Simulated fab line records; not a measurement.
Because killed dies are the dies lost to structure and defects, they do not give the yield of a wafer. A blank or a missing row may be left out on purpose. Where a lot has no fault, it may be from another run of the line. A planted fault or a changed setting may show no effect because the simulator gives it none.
fab line records	flow sky130
[record] lots = 24	wafers = 72	last-day = 50
route steps=708 shown METAL1@434 METAL2@499 VIA2@521 METAL5@662 PAD_OPEN@701
lots that met no fault: taken from a fault-free run of the same line
start-h: start of the lot's first displayed wafer, in hours after the record's first day	wait-h: time in hours since the lot's previous step	" unchanged from the row above	L1.1+2: one row covering several wafers at once	- no value present, or no start provided	* or withheld: withheld	< > ~ a bound
route shown NAME@n: NAME is a module with steps in the file, n the number in the route of the first one	usual: the fault-free wafers' mean and standard deviation	same: alike in all rows	chamber/n: place in a boat	sites: the reading at each site	_std_site: their standard deviation	_edge_site: mean of outer sites minus mean of inner sites	radius-mm: for every site, how far away it sits from the centre of the wafer	mask NAME#n: copy n	behind: tool/chamber where the wafer was last shaped	hold: what put the lot on hold/how long, in hours/how the hold closed	device: names the non-switching transistor (n, p or np)	end of line: tests of these same wafers at the route's end	a step with no rows: only its recipe	killed: at the first sort, the dies lost to defects and structure; wafer yield is something else	map: per-die view of a wafer (x killed, . not killed, _ where there is no die)
set.NAME: setting as actually run; set.NAME@STEP: the setting as run at that earlier step	model.NAME: the simulator's own value behind a step, which no gauge read
steps of the route over a sample of lots; a table a step, a row a wafer
services: the hour from which a tool's chamber was out of use, counted from the record's first day as start-h (under 0 if before that day), plus the number of hours and why
[[steps]]
[step SKY_METAL1_SPUTTER_00]
[recipe] material = Ti	target-thk-nm = 15	power-w = 3000	time-s = 10	chamber-pressure-pa = 0.407
[usual] throttle-valve-pct = 30.3/1.2
lot.wafer	tool	chamber	start-h	wait-h	throttle-valve-pct
L075.3	pvd-sputter-04	-	776.09	0.1	28.7
L075.5	"	-	"	"	31.6
L075.6	"	-	"	"	31.0
L078.1	pvd-sputter-01	-	777.23	0.1	31.8
L078.3	"	-	"	"	29.8
L078.4	"	-	"	"	31.1
L076.1	pvd-sputter-01	-	783.32	0.1	31.1
L076.4	"	-	"	"	31.9
L076.5	"	-	"	"	31.8
L074.1	pvd-sputter-04	-	783.48	0.2	31.6
L074.3	"	-	"	"	28.4
L074.5	"	-	"	"	28.5
L077.1	pvd-sputter-04	-	785.94	0.1	31.6
L077.2	"	-	"	"	28.7
L077.4	"	-	"	"	28.5
L080.3	pvd-sputter-01	-	794.16	0.1	31.6
L080.5	"	-	"	"	31.6
L080.6	"	-	"	"	29.6
L079.4	pvd-sputter-01	-	795.17	0.1	29.7
L079.5	"	-	"	"	31.6
L079.6	"	-	"	"	29.5
L081.4	pvd-sputter-02	-	799.07	0.2	30.5
L081.5	"	-	"	"	30.6
L081.6	"	-	"	"	31.3
L082.3	pvd-sputter-04	-	809.91	0.2	31.8
L082.4	"	-	"	"	28.6
L082.5	"	-	"	"	31.8
L083.3	pvd-sputter-01	-	819.49	0.2	30.2
L083.5	"	-	"	"	30.7
L083.6	"	-	"	"	29.4
L084.1	pvd-sputter-04	-	827.14	0.1	30.8
L084.2	"	-	"	"	31.8
L084.4	"	-	"	"	28.8
L085.1	pvd-sputter-01	-	828.23	0.1	30.9
L085.3	"	-	"	"	31.8
L085.5	"	-	"	"	30.4
L086.1	pvd-sputter-04	-	839.35	0.1	31.3
L086.3	"	-	"	"	28.5
L086.5	"	-	"	"	30.6
L087.3	pvd-sputter-02	-	844.53	0.2	30.3
L087.4	"	-	"	"	29.4
L087.6	"	-	"	"	30.7
L088.2	pvd-sputter-02	-	849.56	0.2	31.1
L088.3	"	-	"	"	29.6
L088.6	"	-	"	"	31.3
L089.1	pvd-sputter-04	-	858.03	0.1	30.8
L089.2	"	-	"	"	28.2
L089.3	"	-	"	"	28.6
L090.1	pvd-sputter-01	-	868.54	0.1	31.9
L090.2	"	-	"	"	30.6
L090.6	"	-	"	"	31.8
L091.1	pvd-sputter-04	-	873.49	0.1	31.7
L091.3	"	-	"	"	28.8
L091.4	"	-	"	"	28.4
L092.1	pvd-sputter-04	-	880.25	0.2	28.6
L092.4	"	-	"	"	28.5
L092.6	"	-	"	"	28.7
L093.1	pvd-sputter-02	-	887.41	0.1	30.6
L093.2	"	-	"	"	31.5
L093.4	"	-	"	"	29.3
L094.2	pvd-sputter-01	-	900.33	0.2	31.6
L094.3	"	-	"	"	29.5
L094.4	"	-	"	"	30.4
L095.4	pvd-sputter-02	-	904.92	0.1	29.2
L095.5	"	-	"	"	31.1
L095.6	"	-	"	"	30.3
L096.1	pvd-sputter-01	-	906.71	0.2	30.8
L096.3	"	-	"	"	31.9
L096.4	"	-	"	"	29.9
L097.2	pvd-sputter-04	-	915.63	0.2	28.7
L097.3	"	-	"	"	28.4
L097.6	"	-	"	"	28.3
[step SKY_METAL2_OVL_MEAS_16]
[usual] METAL2_OVL = 3/5.6
lot.wafer	tool	chamber	start-h	wait-h	METAL2_OVL[nm]
L075.3	overlay-01	-	858.94	0.1	4
L075.5	"	-	"	"	5
L075.6	"	-	"	"	5
L078.1	overlay-02	-	860.46	0.1	2
L078.3	"	-	"	"	0
L078.4	"	-	"	"	3
L076.1	overlay-01	-	865.51	0.1	-3
L076.4	"	-	"	"	-2
L076.5	"	-	"	"	0
L074.1	overlay-02	-	866.16	0.1	0
L074.3	"	-	"	"	2
L074.5	"	-	"	"	1
L077.1	overlay-01	-	868.56	0.1	6
L077.2	"	-	"	"	-3
L077.4	"	-	"	"	1
L080.3	overlay-01	-	875.52	0.1	5
L080.5	"	-	"	"	4
L080.6	"	-	"	"	0
L079.4	overlay-02	-	878.58	0.1	7
L079.5	"	-	"	"	7
L079.6	"	-	"	"	3
L081.4	overlay-01	-	882.03	0.1	0
L081.5	"	-	"	"	1
L081.6	"	-	"	"	2
L082.3	overlay-01	-	890.77	0.1	5
L082.4	"	-	"	"	1
L082.5	"	-	"	"	3
L083.3	overlay-01	-	899.88	0.1	-1
L083.5	"	-	"	"	2
L083.6	"	-	"	"	2
L084.1	overlay-02	-	906.62	0.1	-2
L084.2	"	-	"	"	6
L084.4	"	-	"	"	12
L085.1	overlay-02	-	909.91	0.1	8
L085.3	"	-	"	"	7
L085.5	"	-	"	"	9
L086.1	overlay-01	-	919.52	0.1	-3
L086.3	"	-	"	"	3
L086.5	"	-	"	"	5
L087.3	overlay-02	-	923.53	0.1	-11
L087.4	"	-	"	"	-2
L087.6	"	-	"	"	1
L088.2	overlay-01	-	927.72	0.1	4
L088.3	"	-	"	"	2
L088.6	"	-	"	"	0
L089.1	overlay-02	-	936.81	0.1	8
L089.2	"	-	"	"	9
L089.3	"	-	"	"	10
L090.1	overlay-02	-	949.62	0.1	10
L090.2	"	-	"	"	15
L090.6	"	-	"	"	11
L091.1	overlay-02	-	950.66	0.1	22
L091.3	"	-	"	"	19
L091.4	"	-	"	"	16
L092.1	overlay-01	-	957.16	0.1	0
L092.4	"	-	"	"	6
L092.6	"	-	"	"	0
L093.1	overlay-01	-	963.37	0.1	7
L093.2	"	-	"	"	-3
L093.4	"	-	"	"	0
L094.2	overlay-01	-	976.02	0.1	8
L094.3	"	-	"	"	-1
L094.4	"	-	"	"	7
L095.4	overlay-01	-	981.98	0.1	-1
L095.5	"	-	"	"	-3
L095.6	"	-	"	"	-3
L096.1	overlay-02	-	983.86	0.1	-5
L096.3	"	-	"	"	-5
L096.4	"	-	"	"	-4
L097.2	overlay-01	-	990.58	0.1	4
L097.3	"	-	"	"	6
L097.6	"	-	"	"	6
[step SKY_METAL2_DESCUM_17]
[recipe] chemistry = O2	source-power-w = 150	bias-power-w = 0	pressure-mtorr = 10	temp-c = 40	time-s = 8
[usual] drypump-motor-current-A = 5.90/0.29	oes-product-au = 0.994/0.0087
lot.wafer	tool	chamber	start-h	wait-h	drypump-motor-current-A	oes-product-au	rf-hours-counter-h
L075.3	rie-metal-03	1	858.98	0.0	5.75	0.990	-
L075.5	"	1	"	"	5.75	0.988	-
L075.6	"	0	"	"	5.53	1.002	-
L078.1	rie-metal-04	0	860.50	0.0	5.72	0.990	1
L078.3	"	1	"	"	6.01	1.004	-
L078.4	"	0	"	"	5.71	0.992	-
L076.1	rie-metal-04	0	865.55	0.0	5.70	0.988	1
L076.4	"	0	"	"	5.72	0.992	-
L076.5	"	1	"	"	6.01	0.991	-
L074.1	rie-metal-03	1	866.20	0.0	5.74	0.994	12
L074.3	"	0	"	"	5.52	1.010	-
L074.5	"	1	"	"	5.71	0.986	-
L077.1	rie-metal-04	0	868.60	0.0	5.72	0.987	1
L077.2	"	1	"	"	6.02	0.993	9
L077.4	"	0	"	"	5.70	0.989	-
L080.3	rie-metal-04	1	875.56	0.0	6.02	0.988	-
L080.5	"	1	"	"	6.02	0.988	-
L080.6	"	0	"	"	5.70	0.990	-
L079.4	rie-metal-03	1	878.61	0.0	5.74	0.980	-
L079.5	"	0	"	"	5.52	1.004	-
L079.6	"	1	"	"	5.75	0.975	-
L081.4	rie-metal-04	0	882.06	0.0	5.73	0.979	-
L081.5	"	1	"	"	6.02	0.990	-
L081.6	"	0	"	"	5.69	0.988	-
L082.3	rie-metal-01	1	890.81	0.0	6.23	1.008	-
L082.4	"	0	"	"	6.44	0.999	-
L082.5	"	0	"	"	6.43	0.999	-
L083.3	rie-metal-04	1	899.91	0.0	6.01	0.993	-
L083.5	"	1	"	"	6.03	1.001	-
L083.6	"	0	"	"	5.71	0.999	-
L084.1	rie-metal-04	1	906.66	0.0	6.05	0.985	11
L084.2	"	0	"	"	5.70	0.991	3
L084.4	"	0	"	"	5.69	0.993	-
L085.1	rie-metal-04	1	909.95	0.0	6.03	0.983	11
L085.3	"	0	"	"	5.70	0.985	-
L085.5	"	1	"	"	6.04	0.988	-
L086.1	rie-metal-01	1	919.56	0.0	6.24	1.004	8
L086.3	"	0	"	"	6.43	0.995	-
L086.5	"	1	"	"	6.27	1.000	-
L087.3	rie-metal-01	1	923.56	0.0	6.25	1.001	-
L087.4	"	0	"	"	6.41	0.992	-
L087.6	"	1	"	"	6.24	0.998	-
L088.2	rie-metal-03	1	927.75	0.0	5.71	0.981	15
L088.3	"	0	"	"	5.52	0.992	-
L088.6	"	1	"	"	5.73	0.984	-
L089.1	rie-metal-03	0	936.85	0.0	5.52	1.006	8
L089.2	"	1	"	"	5.72	0.983	15
L089.3	"	0	"	"	5.53	1.008	-
L090.1	rie-metal-03	1	949.66	0.0	5.73	0.992	16
L090.2	"	0	"	"	5.54	1.004	8
L090.6	"	0	"	"	5.52	1.015	-
L091.1	rie-metal-01	1	950.70	0.0	6.23	1.006	10
L091.3	"	1	"	"	6.23	1.004	-
L091.4	"	0	"	"	6.40	0.996	-
L092.1	rie-metal-03	0	957.20	0.0	5.54	1.012	9
L092.4	"	0	"	"	5.54	0.995	-
L092.6	"	1	"	"	5.74	0.989	-
L093.1	rie-metal-01	1	963.41	0.0	6.23	1.007	11
L093.2	"	0	"	"	6.39	0.994	4
L093.4	"	0	"	"	6.40	0.993	-
L094.2	rie-metal-04	1	976.05	0.0	6.04	0.984	14
L094.3	"	1	"	"	6.02	0.980	-
L094.4	"	0	"	"	5.71	0.988	-
L095.4	rie-metal-01	0	982.01	0.0	6.40	1.004	-
L095.5	"	1	"	"	6.25	1.018	-
L095.6	"	0	"	"	6.41	1.009	-
L096.1	rie-metal-03	1	983.90	0.0	5.71	0.991	17
L096.3	"	1	"	"	5.72	0.998	-
L096.4	"	0	"	"	5.54	1.004	-
L097.2	rie-metal-04	1	990.61	0.0	6.03	0.992	15
L097.3	"	0	"	"	5.70	0.998	-
L097.6	"	0	"	"	5.71	0.993	-
[step SKY_VIA2_ETCH_14]
[recipe] chemistry = N2/H2	target = BARC	ion-energy-ev = 200	source-w = 513.9	bias-w = 100	pressure-mtorr = 30	n2-flow-sccm = 100	h2-flow-sccm = 200	stop-on = SiO2	time-s = 45.9	target-depth-a = 600
[usual] drypump-motor-current-A = 5.8/0.42	oes-product-au = 0.854/0.0046	throttle-valve-pct = 13.226/0.0086
lot.wafer	tool	chamber	start-h	wait-h	drypump-motor-current-A	oes-product-au	rf-hours-counter-h	throttle-valve-pct
L075.3	rie-diel-01	3	885.31	0.0	5.1	0.848	14	13.238
L075.5	"	0	"	"	6.2	0.854	-	13.236
L075.6	"	3	"	"	5.1	0.851	-	13.222
L078.1	rie-diel-02	2	887.25	0.0	5.3	0.844	17	13.215
L078.3	"	3	"	"	5.8	0.855	7	13.220
L078.4	"	1	"	"	6.5	0.855	10	13.229
L076.1	rie-diel-02	2	891.96	0.0	5.3	0.857	17	13.230
L076.4	"	3	"	"	5.7	0.846	8	13.228
L076.5	"	0	"	"	5.8	0.855	-	13.221
L074.1	rie-diel-04	1	892.95	0.0	5.4	0.858	20	13.219
L074.3	"	3	"	"	6.1	0.848	4	13.221
L074.5	"	1	"	"	5.4	0.856	-	13.221
L077.1	rie-diel-02	3	895.56	0.0	5.7	0.847	8	13.228
L077.2	"	2	"	"	5.3	0.852	17	13.218
L077.4	"	0	"	"	5.8	0.849	20	13.211
L080.3	rie-diel-04	1	901.90	0.0	5.4	0.859	21	13.219
L080.5	"	0	"	"	5.5	0.860	-	13.222
L080.6	"	1	"	"	5.4	0.854	-	13.217
L079.4	rie-diel-02	3	905.17	0.0	5.7	0.850	8	13.225
L079.5	"	1	"	"	6.5	0.854	-	13.215
L079.6	"	0	"	"	5.8	0.859	-	13.243
L081.4	rie-diel-02	3	908.14	0.0	5.7	0.853	8	13.216
L081.5	"	2	"	"	5.4	0.856	-	13.232
L081.6	"	1	"	"	6.5	0.852	-	13.228
L082.3	rie-diel-04	0	917.20	0.0	5.5	0.853	6	13.233
L082.4	"	1	"	"	5.4	0.861	21	13.219
L082.5	"	3	"	"	6.0	0.855	-	13.237
L083.3	rie-diel-02	2	925.96	0.0	5.3	0.843	18	13.220
L083.5	"	1	"	"	6.5	0.857	-	13.227
L083.6	"	0	"	"	5.8	0.847	-	13.221
L084.1	rie-diel-01	2	931.95	0.0	5.7	0.854	21	13.245
L084.2	"	3	"	"	5.1	0.853	15	13.229
L084.4	"	0	"	"	6.2	0.856	8	13.224
L085.1	rie-diel-02	1	936.20	0.0	6.5	0.855	12	13.232
L085.3	"	3	"	"	5.7	0.858	9	13.221
L085.5	"	0	"	"	5.8	0.854	-	13.215
L086.1	rie-diel-02	3	945.75	0.0	5.7	0.856	9	13.229
L086.3	"	1	"	"	6.5	0.855	12	13.230
L086.5	"	0	"	"	5.8	0.846	-	13.204
L087.3	rie-diel-02	1	949.31	0.0	6.5	0.857	12	13.242
L087.4	"	2	"	"	5.3	0.861	18	13.225
L087.6	"	3	"	"	5.8	0.857	-	13.220
L088.2	rie-diel-02	2	953.36	0.0	5.3	0.854	18	13.210
L088.3	"	1	"	"	6.5	0.852	12	13.226
L088.6	"	3	"	"	5.7	0.857	-	13.217
L089.1	rie-diel-04	0	962.50	0.0	5.5	0.853	7	13.223
L089.2	"	3	"	"	6.1	0.860	6	13.249
L089.3	"	1	"	"	5.4	0.856	22	13.228
L090.1	rie-diel-02	0	976.10	0.0	5.8	0.855	22	13.231
L090.2	"	3	"	"	5.7	0.862	10	13.226
L090.6	"	3	"	"	5.7	0.867	-	13.226
L091.1	rie-diel-01	2	977.20	0.0	5.7	0.858	22	13.230
L091.3	"	3	"	"	5.1	0.863	17	13.219
L091.4	"	0	"	"	6.2	0.847	9	13.238
L092.1	rie-diel-01	2	983.60	0.0	5.7	0.858	23	13.218
L092.4	"	0	"	"	6.2	0.860	9	13.237
L092.6	"	3	"	"	5.1	0.854	-	13.232
L093.1	rie-diel-01	0	988.70	0.0	6.2	0.854	10	13.234
L093.2	"	3	"	"	5.1	0.860	17	13.227
L093.4	"	1	"	"	6.1	0.854	1	13.219
L094.2	rie-diel-01	0	1001.20	0.0	6.2	0.856	10	13.236
L094.3	"	3	"	"	5.1	0.846	18	13.224
L094.4	"	2	"	"	5.7	0.852	23	13.223
L095.4	rie-diel-01	1	1006.75	0.0	6.1	0.862	1	13.213
L095.5	"	2	"	"	5.7	0.852	-	13.227
L095.6	"	3	"	"	5.1	0.851	-	13.232
L096.1	rie-diel-04	3	1008.61	0.0	6.0	0.857	8	13.212
L096.3	"	2	"	"	6.2	0.855	7	13.227
L096.4	"	0	"	"	5.5	0.854	9	13.227
L097.2	rie-diel-02	2	1015.21	0.0	5.3	0.855	20	13.226
L097.3	"	1	"	"	6.5	0.853	14	13.227
L097.6	"	2	"	"	5.3	0.853	-	13.238
[step SKY_METAL5_SPUTTER_01]
[recipe] material = TiN	target-thk-nm = 20	power-w = 6500	time-s = 16.26	chamber-pressure-pa = 0.4
[usual] throttle-valve-pct = 30.1/1.2
lot.wafer	tool	chamber	start-h	wait-h	throttle-valve-pct
L075.3	pvd-sputter-04	-	1037.22	0.0	30.9
L075.5	"	-	"	"	30.8
L075.6	"	-	"	"	28.6
L078.1	pvd-sputter-01	-	1039.44	0.0	31.0
L078.3	"	-	"	"	31.7
L078.4	"	-	"	"	31.6
L076.1	pvd-sputter-03	-	1043.68	0.0	31.9
L076.4	"	-	"	"	28.7
L076.5	"	-	"	"	28.3
L074.1	pvd-sputter-04	-	1045.05	0.0	30.6
L074.3	"	-	"	"	28.6
L074.5	"	-	"	"	28.6
L077.1	pvd-sputter-01	-	1047.47	0.0	31.1
L077.2	"	-	"	"	31.9
L077.4	"	-	"	"	29.6
L080.3	pvd-sputter-01	-	1050.41	0.0	32.0
L080.5	"	-	"	"	30.7
L080.6	"	-	"	"	31.8
L079.4	pvd-sputter-01	-	1054.51	0.0	30.7
L079.5	"	-	"	"	30.5
L079.6	"	-	"	"	30.8
L081.4	pvd-sputter-03	-	1058.31	0.0	28.6
L081.5	"	-	"	"	32.0
L081.6	"	-	"	"	28.0
L082.3	pvd-sputter-01	-	1064.90	0.0	32.0
L082.4	"	-	"	"	30.5
L082.5	"	-	"	"	31.0
L083.3	pvd-sputter-03	-	1073.14	0.0	30.1
L083.5	"	-	"	"	29.2
L083.6	"	-	"	"	31.7
L084.1	pvd-sputter-01	-	1078.50	0.0	30.7
L084.2	"	-	"	"	32.0
L084.4	"	-	"	"	30.9
L085.1	pvd-sputter-01	-	1083.82	0.0	31.9
L085.3	"	-	"	"	29.7
L085.5	"	-	"	"	30.7
L086.1	pvd-sputter-03	-	1091.43	0.0	28.4
L086.3	"	-	"	"	29.8
L086.5	"	-	"	"	29.0
L087.3	pvd-sputter-01	-	1094.73	0.0	30.7
L087.4	"	-	"	"	31.4
L087.6	"	-	"	"	29.5
L088.2	pvd-sputter-04	-	1097.86	0.0	31.7
L088.3	"	-	"	"	28.6
L088.6	"	-	"	"	28.5
L089.1	pvd-sputter-01	-	1103.32	0.0	30.7
L089.2	"	-	"	"	30.9
L089.3	"	-	"	"	29.3
L090.1	pvd-sputter-03	-	1117.76	0.0	31.9
L090.2	"	-	"	"	28.4
L090.6	"	-	"	"	29.9
L091.1	pvd-sputter-03	-	1118.93	0.0	28.5
L091.3	"	-	"	"	32.0
L091.4	"	-	"	"	29.4
L092.1	pvd-sputter-01	-	1122.15	0.0	30.9
L092.4	"	-	"	"	29.5
L092.6	"	-	"	"	30.5
L093.1	pvd-sputter-04	-	1127.07	0.0	28.3
L093.2	"	-	"	"	30.8
L093.4	"	-	"	"	28.6
L094.2	pvd-sputter-04	-	1138.61	0.0	28.4
L094.3	"	-	"	"	28.7
L094.4	"	-	"	"	28.3
L095.4	pvd-sputter-03	-	1142.39	0.0	29.1
L095.5	"	-	"	"	28.6
L095.6	"	-	"	"	31.9
L096.1	pvd-sputter-04	-	1144.94	0.0	32.0
L096.3	"	-	"	"	28.5
L096.4	"	-	"	"	30.9
L097.2	pvd-sputter-04	-	1152.50	0.0	32.1
L097.3	"	-	"	"	28.6
L097.6	"	-	"	"	31.6
[step SKY_PAD_OPEN_ETCH_07]
[recipe] chemistry = CF4/O2	target-depth-nm = 725	stop-on = AlCu	source-w = 800	bias-w = 150	pressure-mtorr = 150	cf4-flow-sccm = 80	O2_flow_sccm = 10	time-s = 161.1
[usual] drypump-motor-current-A = 5.9/0.39	oes-product-au = 0.977/0.007	throttle-valve-pct = 5.965/0.0098
lot.wafer	tool	chamber	start-h	wait-h	drypump-motor-current-A	oes-product-au	rf-hours-counter-h	throttle-valve-pct
L075.3	rie-diel-04	2	1103.15	-	6.2	0.977	11	5.965
L075.5	"	2	"	"	6.2	0.981	-	5.972
L075.6	"	3	"	"	6.0	0.972	-	5.980
L078.1	rie-diel-04	3	1103.45	-	6.0	0.970	11	5.967
L078.3	"	2	"	"	6.2	0.969	11	5.970
L078.4	"	0	"	"	5.5	0.974	12	5.969
L076.1	rie-diel-01	2	1109.00	-	5.7	0.979	27	5.961
L076.4	"	0	"	"	6.2	0.974	13	5.968
L076.5	"	2	"	"	5.7	0.984	-	5.957
L074.1	rie-diel-03	1	1110.15	-	5.9	0.977	5	5.947
L074.3	"	3	"	"	6.3	0.991	19	5.966
L074.5	"	1	"	"	5.9	0.986	-	5.967
L077.1	rie-diel-03	1	1112.74	-	5.9	0.980	5	5.948
L077.2	"	0	"	"	6.1	0.976	25	5.978
L077.4	"	2	"	"	6.5	0.979	13	5.959
L080.3	rie-diel-03	1	1114.75	-	5.9	0.971	6	5.951
L080.5	"	0	"	"	6.2	0.980	-	5.966
L080.6	"	3	"	"	6.4	0.990	-	5.954
L079.4	rie-diel-03	0	1118.94	-	6.2	0.987	25	5.961
L079.5	"	2	"	"	6.4	0.977	-	5.967
L079.6	"	3	"	"	6.3	0.985	-	5.974
L081.4	rie-diel-04	3	1126.59	-	6.0	0.974	13	5.976
L081.5	"	1	"	"	5.4	0.985	-	5.975
L081.6	"	0	"	"	5.5	0.971	-	5.964
L082.3	rie-diel-04	2	1128.94	-	6.2	0.977	12	5.960
L082.4	"	1	"	"	5.4	0.969	28	5.972
L082.5	"	1	"	"	5.4	0.986	-	5.969
L083.3	rie-diel-03	1	1137.30	-	5.9	0.966	6	5.955
L083.5	"	2	"	"	6.5	0.986	-	5.969
L083.6	"	1	"	"	5.9	0.975	-	5.947
L084.1	rie-diel-01	0	1140.34	-	6.2	0.975	15	5.973
L084.2	"	3	"	"	5.1	0.967	22	5.955
L084.4	"	2	"	"	5.7	0.972	28	5.966
L085.1	rie-diel-01	2	1145.85	-	5.7	0.973	28	5.971
L085.3	"	1	"	"	6.0	0.977	6	5.984
L085.5	"	2	"	"	5.7	0.996	-	5.964
L086.1	rie-diel-01	2	1152.60	-	5.7	0.975	29	5.972
L086.3	"	0	"	"	6.2	0.968	15	5.954
L086.5	"	0	"	"	6.2	0.987	-	5.983
L087.3	rie-diel-04	2	1155.79	-	6.2	0.975	13	5.960
L087.4	"	3	"	"	6.1	0.982	13	5.962
L087.6	"	2	"	"	6.2	0.961	-	5.963
L088.2	rie-diel-01	0	1157.60	-	6.2	0.968	16	5.961
L088.3	"	3	"	"	5.1	0.967	23	5.960
L088.6	"	2	"	"	5.7	0.991	-	5.958
L089.1	rie-diel-01	2	1162.19	-	5.7	0.970	29	5.951
L089.2	"	1	"	"	6.1	0.967	7	5.950
L089.3	"	0	"	"	6.2	0.977	16	5.967
L090.1	rie-diel-04	0	1173.90	-	5.5	0.968	14	5.952
L090.2	"	1	"	"	5.4	0.976	29	5.965
L090.6	"	0	"	"	5.5	0.975	-	5.974
L091.1	rie-diel-01	1	1175.45	-	6.0	0.978	7	5.960
L091.3	"	0	"	"	6.2	0.974	16	5.961
L091.4	"	3	"	"	5.1	0.975	24	5.961
L092.1	rie-diel-04	1	1177.55	-	5.4	0.977	29	5.967
L092.4	"	0	"	"	5.5	0.971	14	5.966
L092.6	"	2	"	"	6.2	0.981	-	5.954
L093.1	rie-diel-03	1	1181.70	-	5.9	0.976	8	5.967
L093.2	"	0	"	"	6.1	0.981	28	5.945
L093.4	"	3	"	"	6.3	0.989	22	5.964
L094.2	rie-diel-03	3	1191.64	-	6.3	0.982	22	6.000
L094.3	"	0	"	"	6.1	0.977	28	5.966
L094.4	"	1	"	"	5.9	0.981	8	5.962
L095.4	rie-diel-03	2	1195.10	-	6.5	0.979	16	5.974
L095.5	"	0	"	"	6.2	0.985	-	5.968
L095.6	"	3	"	"	6.4	0.985	-	5.961
L096.1	rie-diel-01	3	1196.19	-	5.1	0.975	24	5.978
L096.3	"	1	"	"	6.0	0.972	8	5.947
L096.4	"	2	"	"	5.7	0.974	31	5.974
L097.2	rie-diel-01	3	1202.65	-	5.1	0.979	24	5.980
L097.3	"	0	"	"	6.2	0.971	18	5.950
L097.6	"	2	"	"	5.7	0.978	-	5.978
[[services]]
tool	chamber	start-h	hours	kind
rie-diel-02	0	755.21	2.1	repair
rie-diel-04	-	781.42	28.1	pm
pvd-sputter-04	-	794.81	6.3	repair
pvd-sputter-04	-	799.01	3.4	repair
rie-diel-02	-	804.44	15.2	repair
rie-diel-04	-	814.97	0.7	repair
rie-diel-01	-	822.17	1.6	repair
rie-diel-01	-	823.73	0.3	repair
rie-diel-01	0	829.36	2.4	repair
rie-diel-04	-	829.96	0.9	repair
rie-diel-04	3	834.88	4.1	repair
pvd-sputter-01	-	849.05	0.9	repair
rie-diel-02	1	849.71	6.3	repair
pvd-sputter-04	-	862.47	0.6	repair
rie-diel-01	2	862.50	14.0	repair
rie-diel-01	3	903.31	7.0	repair
pvd-sputter-04	-	919.20	0.9	repair
pvd-sputter-01	-	1040.28	6.3	repair
rie-diel-01	2	1047.04	2.9	repair
rie-diel-01	3	1099.04	2.9	repair
rie-diel-01	3	1179.41	16.3	repair
rie-diel-01	1	1182.06	6.9	repair
pvd-sputter-01	-	1192.28	8.9	repair
rie-diel-01	-	1196.50	0.7	repair
[[key]]
fault none
